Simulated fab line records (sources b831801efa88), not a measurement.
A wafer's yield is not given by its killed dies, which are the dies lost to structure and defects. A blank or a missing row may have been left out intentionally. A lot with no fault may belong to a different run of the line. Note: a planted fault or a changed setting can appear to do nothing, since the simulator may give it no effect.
Which tool is to blame? ; flow gf180mcu ; Sampling: 14 lots, 42 wafers, 2 of 602 route steps

WHAT EACH GAUGE READ, for each wafer
GF_M1_RS_MEAS_05: measures by four-point-probe.
lot;measured;on;M1_ALCU_RS (ohm/sq)
L798;day 16 01:49;filmMetro-04;0.0707 0.0714 0.0718
L800;day 16 21:43;filmMetro-04;0.0689 0.0683 0.0684
L803;day 18 00:19;filmMetro-03;0.0697 0.0705 0.0703
L804;day 18 16:22;filmMetro-03;0.0713 0.0696 0.0706
L806;day 19 01:26;filmMetro-03;0.0714 0.0712 0.0704
L807;day 19 21:59;filmMetro-03;0.0698 0.0691 0.0696
L808;day 19 22:23;filmMetro-04;0.0703 0.0694 0.0686
L810;day 20 14:44;filmMetro-03;0.0701 0.0701 0.0707
L812;day 21 14:23;filmMetro-03;0.0695 0.0696 0.0700
L819;day 23 18:11;filmMetro-04;0.0702 0.0691 0.0695
L820;day 24 04:05;filmMetro-03;0.0691 0.0691 0.0686
L821;day 24 08:32;filmMetro-04;0.0693 0.0696 0.0696

WHAT TOOL EACH LOT RAN ON (gives the tool, then ch and the chambers of the sampled wafers, and finally the start)
lot;GF_STI_EXPOSE_09
L798;krfScanner-01 ch 0, day 1 19:28
L800;krfScanner-01 ch 0, day 2 05:43
L803;krfScanner-02 ch 0, day 2 20:36
L804;krfScanner-02 ch 0, day 3 02:07
L806;krfScanner-02 ch 0, day 3 11:52
L807;krfScanner-01 ch 0, day 3 17:23
L808;krfScanner-01 ch 0, day 3 22:12
L810;krfScanner-01 ch 0, day 4 08:20
L812;krfScanner-02 ch 0, day 4 20:59
L813;krfScanner-02, day 4 23:16
L814;krfScanner-02, day 5 05:05
L819;krfScanner-02 ch 0, day 6 06:46
L820;krfScanner-02 ch 0, day 6 11:31
L821;krfScanner-02 ch 0, day 6 17:14
- GF_STI_EXPOSE_09: exposes mask COMP, target cd 220 nm.

WHAT THE TOOLS THEMSELVES READ (means of the sampled wafers that have a number; where no wafer has one, the mark that the record gives instead)
GF_STI_EXPOSE_09.
lot;tool;exposureDoseMJCm2;focusOffsetNm (nm)
L798;krfScanner-01;27.972;-0.6
L800;krfScanner-01;27.993;0.1
L803;krfScanner-02;27.970;0.6
L804;krfScanner-02;27.998;0.1
L806;krfScanner-02;27.963;0.1
L807;krfScanner-01;27.982;-0.4
L808;krfScanner-01;27.981;-0.6
L810;krfScanner-01;27.990;0.2
L812;krfScanner-02;27.974;-0.4
L813;krfScanner-02;-;-
L814;krfScanner-02;-;-
L819;krfScanner-02;27.989;-0.1
L820;krfScanner-02;27.978;0.3
L821;krfScanner-02;28.004;-0.1

THE ANSWER, worked out from the rows above alone
Rule: what is usual is taken from the lots themselves. Put in order of their means at a reading, lots are off if they are a third of the lots or fewer, leave a main group of 4 or more, and stand apart from it by a gap of 3 or more times the standard deviation of the main group's means; of several such gaps the widest counts. The tables above print the reading to a certain number of digits; a main group whose means all agree to those digits is not used. A lot without any number at a reading at which 4 lots or more have one is off too. All remaining lots with rows at the step are treated as sound. First the gauges in route order, then the tools' own readings, where a lot's mean is used as printed above. At the first step where some lot is off, the reading lying furthest off is the one used; lots without a number count as furthest.
Off: L813, L814, at GF_STI_EXPOSE_09 (exposureDoseMJCm2). Without a number there: L813, L814. For the main group the mean is 27.983 and the standard deviation 0.012.
If a tool, at that step or one of the process steps before it, ran each lot that is off and ran no sound lot following the first of them, it fits. Not one of the candidates tried fits.

WHAT THE SIMULATOR PUT IN
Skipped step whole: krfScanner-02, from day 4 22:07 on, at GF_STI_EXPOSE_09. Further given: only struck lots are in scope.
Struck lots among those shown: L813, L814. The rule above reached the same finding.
